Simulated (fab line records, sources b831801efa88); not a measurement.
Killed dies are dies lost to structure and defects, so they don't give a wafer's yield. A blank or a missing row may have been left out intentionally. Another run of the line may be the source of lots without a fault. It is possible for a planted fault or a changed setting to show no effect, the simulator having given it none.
A lot that was struck, set against a sound lot | flow gf180mcu | 15 out of 602 route steps
Sound: these wafers, L277.1, L277.3, L277.6. Struck: wafers L272.1, L272.2, L272.4. Last of all comes the cause.
Order at every step that has rows: each side's tool, ch and its chambers, its first start. Under that, the readings that differ: sound wafers | struck wafers | difference of the means | sigmas: that difference in standard deviations of wafers without a fault.
alike: words and numbers the same on both sides, and readings whose means are apart by under 2 such deviations; not compared: readings that were withheld, readings missing a value for some wafer, numbers with overlapping values and no deviation given by the record, and bounds like >300 which may hide the same value.
The two part at a step that has a row with sigmas, a row that says differs or no value, or rows on one side only. Numbers that don't overlap but have no deviation are shown without sigmas and don't part them. Lack of a reading on every wafer of one side parts them only where that side has two or more wafers.

first, 6 steps without rows for these wafers: GF_HV_LDD_HMDS_40 (prime time 60 s); GF_HV_LDD_COAT_41 (resist thk 1000 nm); GF_HV_LDD_SOFTBAKE_42 (time 60 s); GF_HV_LDD_EXPOSE_43 (exposes mask Pplus HV AREA, target cd 400 nm); GF_HV_LDD_PEB_44; GF_HV_LDD_DEVELOP_45 (develop time 60 s).
GF_HV_LDD_CD_MEAS_46: target cd 400 nm.
  sound on cd sem-02, day 17 05:24; struck on cd sem-02, day 15 05:40
  alike: cd nm
GF_HV_LDD_OVL_MEAS_47:
  sound on overlay-01, day 17 05:31; struck on overlay-01, day 15 05:47
  reading            | sound       | struck      | difference | sigmas
  HV_LDD_03_OVL (nm) | 6.9 4.5 5.8 | 2.6 2.2 1.6 | -3.6       | -3
next, for these wafers, 1 step has no rows: GF_HV_LDD_IMPLANT_48.
GF_HV_LDD_STRIP_49: strips in O2/N2.
  sound on plasma asher-04 ch 0,1, day 17 05:43; struck on plasma asher-04 ch 0,1, day 15 05:58
  alike: drypump motor current A, heater power w, oes product au, platen temp c, strip time to endpoint s
  not compared: rf hours counter h
GF_HV_LDD_TW_MEAS_50:
  sound on film metro-02, day 17 05:50; struck on film metro-03, day 15 06:04
  alike: HV_LDD_4_TW
then, 1 step without rows for these wafers: GF_HV_LDD_CLEAN_51 (cleans in SC1/SC2, time 150 s).
GF_HV_LDD_RTA_52: time 10 s.
  sound on rtp anneal-01 ch 0, day 17 05:57; struck on rtp anneal-01, day 15 06:14
  no value came back on the struck wafers for anneal temp c max, chamber o2 ppm, lamp power pct (%), wafer_temp_C_max; on the sound wafers anneal temp c max reads 1005.9 1005.1 1004.1
GF_HV_LDD_RS_MEAS_53: uses a four-point probe to measure.
  sound on film metro-02, day 17 06:01; struck on film metro-04, day 15 06:18
  reading            | sound             | struck | difference                    | sigmas
  HV_LDD_RS (ohm/sq) | 419.0 419.7 418.9 | - - -  | no value on the struck wafers |
then, 1 step without rows for these wafers: GF_HV_LDD_CVD_54 (deposits SiO2 from TEOS, target thk 10 nm, time 75 s).

== WHERE THEY PART ==
First at GF_HV_LDD_OVL_MEAS_47; last, within this record, at GF_HV_LDD_RS_MEAS_53.

WHY: the cause the simulator had injected
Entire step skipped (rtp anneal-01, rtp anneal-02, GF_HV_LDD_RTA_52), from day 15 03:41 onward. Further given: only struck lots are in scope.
